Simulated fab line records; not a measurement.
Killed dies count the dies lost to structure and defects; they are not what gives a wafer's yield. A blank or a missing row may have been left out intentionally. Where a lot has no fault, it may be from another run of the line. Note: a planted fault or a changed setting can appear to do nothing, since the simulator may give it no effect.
Lot-split experiment ; flow sfq_line ; 23 wafers read across 5 lots, on a route 325 steps long

## SPLIT DETAILS
At SFQ_TRILAYER_M2_LITHO_EXPOSE_058 (exposes mask M2, target cd 500 nm), the setting dose_mj was moved away from the recipe's 14.4 on 9 of the 23 wafers read, by -4.7% to +3.1%. All remaining wafers had this setting at the recipe value.

## FROM THE SPLIT TO THE READING: what the file shows between them, 3 steps
- SFQ_TRILAYER_M2_LITHO_PEB_060: peb time 60 s
- SFQ_TRILAYER_M2_LITHO_DEVELOP_059: time 60 s
- SFQ_TRILAYER_M2_BARC_OPEN_METAL_ETCH_077: etches BARC in O2, target depth 125 nm, time 41.7 s

## THE READING
M2.cd_nm (the simulator's own value, which no gauge read), in nm, at SFQ_TRILAYER_M2_ETCH_METAL_ETCH_060 (etches Nb in Cl2/Ar, stops on SiO2, target depth 240 nm, time 120 s). The file does not state a usual value for it. Here, 14 wafers ran the recipe; their average is 499.2 nm with a standard deviation of 1.5 nm.

wafer;tool, chamber at the split;dose_mj as run;against the recipe;M2.cd_nm, nm;against lot-mates on the recipe
L074.1;krf_scanner-01, 0;14.4;recipe;500.4;-
L074.2;krf_scanner-01, 0;14.4;recipe;498.6;-
L074.6;krf_scanner-01, 0;14.4;recipe;499.7;-
L075.1;krf_scanner-01, 0;14;-2.8%;504.9;+5.5
L075.2;krf_scanner-01, 0;14.4;recipe;499.1;-
L075.3;krf_scanner-01, 0;14.4;recipe;498.8;-
L075.5;krf_scanner-01, 0;14;-2.8%;501;+1.6
L075.6;krf_scanner-01, 0;14.4;recipe;500.2;-
L077.1;krf_scanner-01, 0;14.05;-2.4%;503.1;+1.7
L077.2;krf_scanner-01, 0;14.4;recipe;503.3;-
L077.4;krf_scanner-01, 0;14.05;-2.4%;502.6;+1.2
L077.5;krf_scanner-01, 0;14.4;recipe;499.5;-
L077.6;krf_scanner-01, 0;14.05;-2.4%;507.3;+5.9
L078.1;krf_scanner-01, 0;14.4;recipe;497;-
L078.2;krf_scanner-01, 0;13.73;-4.7%;507.3;+9.3
L078.3;krf_scanner-01, 0;14.4;recipe;497.9;-
L078.4;krf_scanner-01, 0;13.73;-4.7%;507.6;+9.6
L078.5;krf_scanner-01, 0;14.4;recipe;499.2;-
L080.1;krf_scanner-01, 0;14.4;recipe;500.2;-
L080.2;krf_scanner-01, 0;14.4;recipe;497.9;-
L080.4;krf_scanner-01, 0;14.85;+3.1%;493.5;-5.1
L080.5;krf_scanner-01, 0;14.4;recipe;497.7;-
L080.6;krf_scanner-01, 0;14.85;+3.1%;494.5;-4.1

THE FIT
A straight line over all 23 wafers: M2.cd_nm changes by -1.73 nm for each +1% of dose_mj; r = -0.90; the points scatter about the line by 1.7 nm.
The same after taking each lot's own level away (the mean of its wafers on the recipe; 23 wafers): -1.65 nm for each +1%; r = -0.91; scatter 1.5 nm.
Per that fit: largest dose_mj move, reading shift of 7.7 nm.
The lots' own levels span 498.03 to 501.40 nm, that is 2.2 times the standard deviation above.
The two slopes agree, so the slope changes little with the lot-to-lot level.
Check: for one of the wafers moved furthest among these (-4.7%), held out of the fit, the line's prediction against its lot-mates is +7.16 nm. Against them it came out at +9.27 nm.

## OTHER SPLITS ON THESE WAFERS
Note: prior to the reading, these wafers also went through further splits. Each is held against what the fit with the lots' levels taken away leaves over:
other split on the same wafers;wafers away from the commonest value;r with M2.cd_nm (lot level and that fit taken away)
SFQ_TRILAYER_M1_LITHO_PEB_042 peb_time_s;10;+0.09
SFQ_TRILAYER_M2_LITHO_COAT_062 spin_rpm;4;+0.20
SFQ_TRILAYER_M2_LITHO_COAT_057 spin_rpm;6;+0.10

## THE WHOLE CHAIN: every reading that the file lists as answering this split, in the file's order
step;what it does;reading;change (the file's fit);r (the file's)
SFQ_TRILAYER_M2_BARC_OPEN_METAL_ETCH_077;etches BARC in O2, target depth 125 nm, time 41.7 s;M2.cd_nm (the simulator's own value, which no gauge read);-1.54 nm for each +1% of the setting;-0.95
SFQ_TRILAYER_M2_ETCH_METAL_ETCH_060;etches Nb in Cl2/Ar, stops on SiO2, target depth 240 nm, time 120 s;M2.cd_nm (the simulator's own value, which no gauge read);-1.67 nm for each +1% of the setting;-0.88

## THE FILE'S OWN FIT
M2.cd_nm changes by -1.67 nm for each +1% of dose_mj, r = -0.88.
